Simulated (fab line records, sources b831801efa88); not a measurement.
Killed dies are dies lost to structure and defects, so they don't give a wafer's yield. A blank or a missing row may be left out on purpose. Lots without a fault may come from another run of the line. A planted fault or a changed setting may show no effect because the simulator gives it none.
Problem report in the 8D (eight disciplines) form, filled by code | flow sfq_line | the parts of the form that need people (team, actions taken, sign-off) are left out

1. THE PROBLEM
thk_nm at SFQ_TRILAYER_I0_METRO_MEASURE_029 reads a mean of 178.6 nm on 4 wafers of 3 lots; wafers without a fault read 199.2 nm with a standard deviation of 1.3. That is -16 standard deviations from the usual mean.
First seen on wafer L742.5, day 11 06:32, on film_metro-04. The record holds 44 wafers of 15 lots with a number at this step. Rule for "out", or "out of limits": more than 4 standard deviations from the usual mean. The other wafers with a number count as sound.

2. WHAT IT IS AND WHAT IT IS NOT
question                    | is                             | is not
which readings at this step | thk_nm                         | -
which lots                  | L742, L743, L746               | L730, L731, L732, L733, L734, L736, L737, L738, L739, L740, L741, L744
which wafers of those lots  | L742.5, L742.6, L743.5, L746.6 | L742.2, L743.1, L743.2, L746.1
read on which tools         | film_metro-03, film_metro-04   | -
when                        | from day 11 06:32              | up to then (34 sound wafers); but 6 sound wafers of L743, L744, L746 came after

3. SUSPECTS, AND WHAT RULES EACH OUT
Counting: a tool at a process step up to the reading stays a suspect if it ran every lot that is out. Sound lots after the first of them don't rule it out here, since some wafers of a struck lot are sound.
- cmp-02 at SFQ_TRILAYER_I0_CMP_CMP_028 (polishes SiO2): kept. It ran every lot that is out, first L742 (day 10 23:39); its last sound lot up to then is L741 (day 10 16:09).
Left after counting: cmp-02 at SFQ_TRILAYER_I0_CMP_CMP_028.

4. THE CAUSE (what the simulator had put in)
Process parameter drift: cmp-02, from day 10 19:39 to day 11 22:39, at SFQ_TRILAYER_I0_CMP_CMP_028. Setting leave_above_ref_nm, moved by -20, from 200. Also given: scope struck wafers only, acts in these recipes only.
Counting left only this tool.

5. THE CHAIN OF EFFECTS, in route order
Each row: a reading whose mean over the struck wafers that have a number lies more than 3 standard deviations from the usual. Only readings for which the record gives a usual standard deviation are gone through. hours: the time from each lot's start at the first step in this table that gives one to its start at this step, as a median over the lots. sigmas: the change in usual standard deviations.
hours | step                                  | reading        | usual      | on struck wafers | change | sigmas
0     | SFQ_TRILAYER_I0_METRO_MEASURE_029     | thk_nm         | 199.2 nm   | 178.6            | -20.6  | -16
33    | SFQ_TRILAYER_I0_VIA_ETCH_VIA_ETCH_034 | oes_product_au | 0.853 a.u. | 0.805            | -0.048 | -9.5
The process steps in it:
- SFQ_TRILAYER_I0_METRO_MEASURE_029
- SFQ_TRILAYER_I0_VIA_ETCH_VIA_ETCH_034: etches SiO2 in CHF3, stops on Nb, target depth 260 nm.

6. WHAT WOULD HAVE CAUGHT IT SOONER
In this record the first reading out of limits was taken at day 11 06:32, 11 hours after the fault began at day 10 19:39.
Of the tool readings at SFQ_TRILAYER_I0_CMP_CMP_028 for which the record gives a usual standard deviation, none was out on any struck wafer, so an alarm limit of 4 standard deviations on them would not have fired.
Of the lots that are out (3), L746 began SFQ_TRILAYER_I0_CMP_CMP_028 on cmp-02 after day 11 06:32. A hold on the tool at that time would have spared it.
